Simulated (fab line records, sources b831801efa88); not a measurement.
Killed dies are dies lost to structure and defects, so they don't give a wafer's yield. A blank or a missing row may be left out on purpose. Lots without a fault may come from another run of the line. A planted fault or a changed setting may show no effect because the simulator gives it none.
Which tool did it? | flow gf180mcu | 7 lots, 21 wafers sampled, at 3 steps of a route of 602

WHAT THE GAUGES READ, wafer by wafer
GF_TOP_METAL_OVL_MEAS_15.
lot  | measured     | on         | TOP_METAL_OVL (nm)
L700 | day 29 00:37 | overlay-02 | -2.5 -1.8 -1.5
L702 | day 29 12:55 | overlay-02 | -2.1 -0.9 1.0
L704 | day 30 08:19 | overlay-02 | 1.7 1.5 2.5
L706 | day 30 14:59 | overlay-01 | -1.5 -0.9 -0.9
L708 | day 31 08:10 | overlay-01 | 1.2 -0.6 0.3
L715 | day 33 00:49 | overlay-01 | 0.9 1.7 2.8
L720 | day 34 05:55 | overlay-02 | 1.8 2.8 1.5

WHICH TOOL RAN EACH LOT (tool, then ch and the chambers of the sampled wafers, then the start)
lot  | GF_M3_SPUTTER_03             | GF_V5_CVD_23
L700 | pvd_sputter-04, day 21 12:22 | cvd_w-02 ch 0,1, day 28 05:05
L702 | pvd_sputter-04, day 22 01:52 | cvd_w-02 ch 0,1, day 28 15:58
L704 | pvd_sputter-03, day 23 00:26 | cvd_w-01 ch 0,1, day 29 12:29
L706 | pvd_sputter-04, day 23 10:13 | cvd_w-02 ch 0,1, day 29 18:54
L708 | pvd_sputter-03, day 24 06:29 | cvd_w-01 ch 0,1, day 30 13:04
L715 | pvd_sputter-01, day 26 11:28 | cvd_w-01 ch 0,1, day 32 07:44
L720 | pvd_sputter-03, day 27 23:08 | cvd_w-01 ch 1, day 33 14:05
- GF_M3_SPUTTER_03: material Ti, target thk 10 nm, time 6.7 s.
- GF_V5_CVD_23: deposits W, target thk 350 nm, time 104.9 s.

THE ANSWER, worked out from the rows above alone
Rule: what is usual is taken from the lots themselves. Put in order of their means at a reading, lots are off if they are a third of the lots or fewer, leave a main group of 4 or more, and stand apart from it by a gap of 3 or more times the standard deviation of the main group's means; of several such gaps the widest counts. A main group whose means are all the same, to the digits that the tables above print for the reading, isn't used. A lot without any number at a reading at which 4 lots or more have one is off too. The other lots that the step has rows for count as sound.
No lot is off at any reading shown: from this, nothing can be told.

WHAT THE SIMULATOR HAD PUT IN
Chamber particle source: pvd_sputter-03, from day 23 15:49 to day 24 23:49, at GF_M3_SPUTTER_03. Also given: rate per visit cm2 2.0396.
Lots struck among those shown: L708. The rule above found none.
